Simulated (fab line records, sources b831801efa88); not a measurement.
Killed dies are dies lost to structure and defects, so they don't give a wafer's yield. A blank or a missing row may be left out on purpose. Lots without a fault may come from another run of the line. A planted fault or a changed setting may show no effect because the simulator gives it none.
Which tool did it? | flow sky130 | 14 lots, 42 wafers sampled, at 4 steps of a route of 708

WHAT THE GAUGES READ, wafer by wafer
SKY_POLY_GATE_THK_MEAS_04. Usual: POLY_GATE_CVD_03_THK 75.0 nm, standard deviation 0.78.
lot  | measured     | on            | POLY_GATE_CVD_03_THK (nm) | flag
L870 | day 15 13:51 | film_metro-03 | 74.4 74.9 74.4            |
L871 | day 16 02:41 | film_metro-02 | 76.2 75.9 76.1            |
L872 | day 16 06:53 | film_metro-02 | 74.5 74.4 74.6            |
L874 | day 17 03:26 | film_metro-02 | 76.1 75.2 75.2            |
L882 | day 20 02:38 | film_metro-04 | 75.3 75.6 74.9            |
L883 | day 20 07:23 | film_metro-03 | 74.2 74.5 73.8            |
L884 | day 20 16:59 | film_metro-04 | 74.8 74.6 74.2            |
L885 | day 20 18:42 | film_metro-03 | 75.0 74.9 74.9            |
L889 | day 22 08:43 | film_metro-04 | 75.3 75.1 74.6            |
L890 | day 22 12:07 | film_metro-03 | 73.4 73.6 73.6            |
L892 | day 23 09:12 | film_metro-03 | 74.9 75.8 75.9            |

SKY_LDD_LDN_TW_MEAS_13. Usual: LDD_LDN_TW 1499, standard deviation 11.
lot  | measured     | on            | LDD_LDN_TW     | flag
L870 | day 23 05:37 | film_metro-01 | 1511 1515 1505 |
L871 | day 23 19:04 | film_metro-01 | 1506 1510 1514 |
L872 | day 24 01:25 | film_metro-01 | 1505 1508 1501 |
L874 | day 25 00:20 | film_metro-02 | 1499 1502 1502 |
L882 | day 28 10:52 | film_metro-01 | 1508 1504 1505 |
L883 | day 27 21:25 | film_metro-02 | 1495 1494 1496 |
L884 | day 28 06:58 | film_metro-02 | 1494 1494 1492 |
L885 | day 28 09:49 | film_metro-01 | 1503 1497 1498 |
L889 | day 29 19:46 | film_metro-02 | 1492 1492 1495 |
L890 | day 29 23:08 | film_metro-01 | 1512 1510 1510 |
L892 | day 30 17:52 | film_metro-03 | 1490 1492 1487 |

SKY_POLY_CUT_CD_MEAS_08: target cd 270 nm. Usual: cd_nm 270.2 nm, standard deviation 1.3.
lot  | measured     | on        | cd_nm (nm)        | flag
L870 | day 24 13:03 | cd_sem-01 | 270.7 273.6 272.8 |
L871 | day 25 01:56 | cd_sem-02 | 271.4 271.1 270.1 |
L872 | day 25 08:24 | cd_sem-01 | 269.0 271.2 271.5 |
L874 | day 26 06:13 | cd_sem-02 | 268.8 270.0 268.6 |
L882 | day 29 19:20 | cd_sem-02 | 269.7 268.1 268.5 |
L883 | day 29 03:35 | cd_sem-01 | 271.0 269.3 270.1 |
L884 | day 29 13:31 | cd_sem-01 | 270.3 270.3 270.7 |
L885 | day 29 15:44 | cd_sem-01 | 270.6 270.6 272.8 |
L889 | day 31 01:54 | cd_sem-02 | 269.7 270.0 269.9 |
L890 | day 31 04:50 | cd_sem-02 | 267.4 269.2 269.0 |
L892 | day 31 23:35 | cd_sem-02 | 271.1 269.6 271.8 |

WHICH TOOL RAN EACH LOT (tool, then ch and the chambers of the sampled wafers, then the start)
lot  | SKY_FIELD_ISO_ETCH_17
L870 | rie_si-02 ch 0,2, day 2 09:56
L871 | rie_si-01 ch 1,2,3, day 2 15:47
L872 | rie_si-02 ch 0,2, day 2 21:03
L874 | rie_si-02 ch 0,1,3, day 3 08:35
L879 | rie_si-01 ch 1,2, day 4 11:48
L880 | rie_si-02 ch 0,1,2, day 4 15:53
L881 | rie_si-01 ch 1,2, day 4 21:33
L882 | rie_si-02 ch 1,2, day 5 01:31
L883 | rie_si-01 ch 0,2,3, day 5 07:15
L884 | rie_si-01 ch 0,1, day 5 12:27
L885 | rie_si-02 ch 2,3, day 5 16:02
L889 | rie_si-01 ch 0,2,3, day 6 13:08
L890 | rie_si-02 ch 0,1,2, day 6 17:56
L892 | rie_si-01 ch 0,1,2, day 7 05:59
- SKY_FIELD_ISO_ETCH_17: etches Si in HBr/Cl2/O2, target depth 342 nm, time 97.7 s.

WHAT THE TOOLS THEMSELVES READ (means of the sampled wafers that have a number; where no wafer has one, the mark that the record gives instead)
SKY_FIELD_ISO_ETCH_17. Usual: HBr_flow_sccm 150.1 sccm, standard deviation 0.45; O2_flow_sccm 5.999 sccm, standard deviation 0.02; drypump_motor_current_A 5.8 A, standard deviation 0.56; he_backside_leak_sccm 2.7 sccm, standard deviation 0.36; oes_product_au 1.001 a.u., standard deviation 0.0077; throttle_valve_pct 25.656 %, standard deviation 0.0096.
lot  | tool      | HBr_flow_sccm (sccm) | O2_flow_sccm (sccm) | drypump_motor_current_A (A) | he_backside_leak_sccm (sccm) | oes_product_au (a.u.) | throttle_valve_pct (%) | flag
L870 | rie_si-02 | 149.9                | 6.002               | 6.5                         | 2.9                          | 0.998                 | 25.653                 |
L871 | rie_si-01 | 150.7                | 6.008               | 5.9                         | 2.6                          | 1.001                 | 25.655                 |
L872 | rie_si-02 | 150.0                | 5.994               | 6.5                         | 2.6                          | 0.994                 | 25.663                 |
L874 | rie_si-02 | 150.0                | 6.010               | 5.8                         | 2.7                          | 0.999                 | 25.653                 |
L879 | rie_si-01 | -                    | -                   | -                           | -                            | -                     | -                      | OFF
L880 | rie_si-02 | -                    | -                   | -                           | -                            | -                     | -                      | OFF
L881 | rie_si-01 | -                    | -                   | -                           | -                            | -                     | -                      | OFF
L882 | rie_si-02 | 150.1                | 5.987               | 6.0                         | 2.3                          | 1.001                 | 25.642                 |
L883 | rie_si-01 | 150.0                | 6.023               | 5.8                         | 2.8                          | 1.006                 | 25.651                 |
L884 | rie_si-01 | 150.2                | 5.988               | 5.3                         | 2.4                          | 1.001                 | 25.648                 |
L885 | rie_si-02 | 150.1                | 5.989               | 6.1                         | 2.5                          | 1.008                 | 25.660                 |
L889 | rie_si-01 | 150.4                | 6.011               | 5.8                         | 2.8                          | 1.001                 | 25.652                 |
L890 | rie_si-02 | 150.1                | 6.011               | 6.0                         | 2.6                          | 1.001                 | 25.653                 |
L892 | rie_si-01 | 150.3                | 6.009               | 5.7                         | 2.6                          | 0.996                 | 25.664                 |

THE ANSWER, worked out from the rows above alone
Rule: a lot is off if the mean of its wafers that have a number lies more than 3 standard deviations from the usual mean. A lot without any number at a reading at which 4 lots or more have one is off too. The other lots that the step has rows for count as sound. The gauges are gone through in route order, then the tools' own readings, and for those a lot's mean is taken as printed above. The first step at which some lot is off is used, and at that step the reading that is off furthest; a lot without a number counts as furthest.
Off: L879, L880, L881, at SKY_FIELD_ISO_ETCH_17 (HBr_flow_sccm). Without a number there: L879, L880, L881.
A tool fits if, at that step or a process step before it, it ran every lot that is off, and no sound lot after the first of them. None of those tried fits.

WHAT THE SIMULATOR HAD PUT IN
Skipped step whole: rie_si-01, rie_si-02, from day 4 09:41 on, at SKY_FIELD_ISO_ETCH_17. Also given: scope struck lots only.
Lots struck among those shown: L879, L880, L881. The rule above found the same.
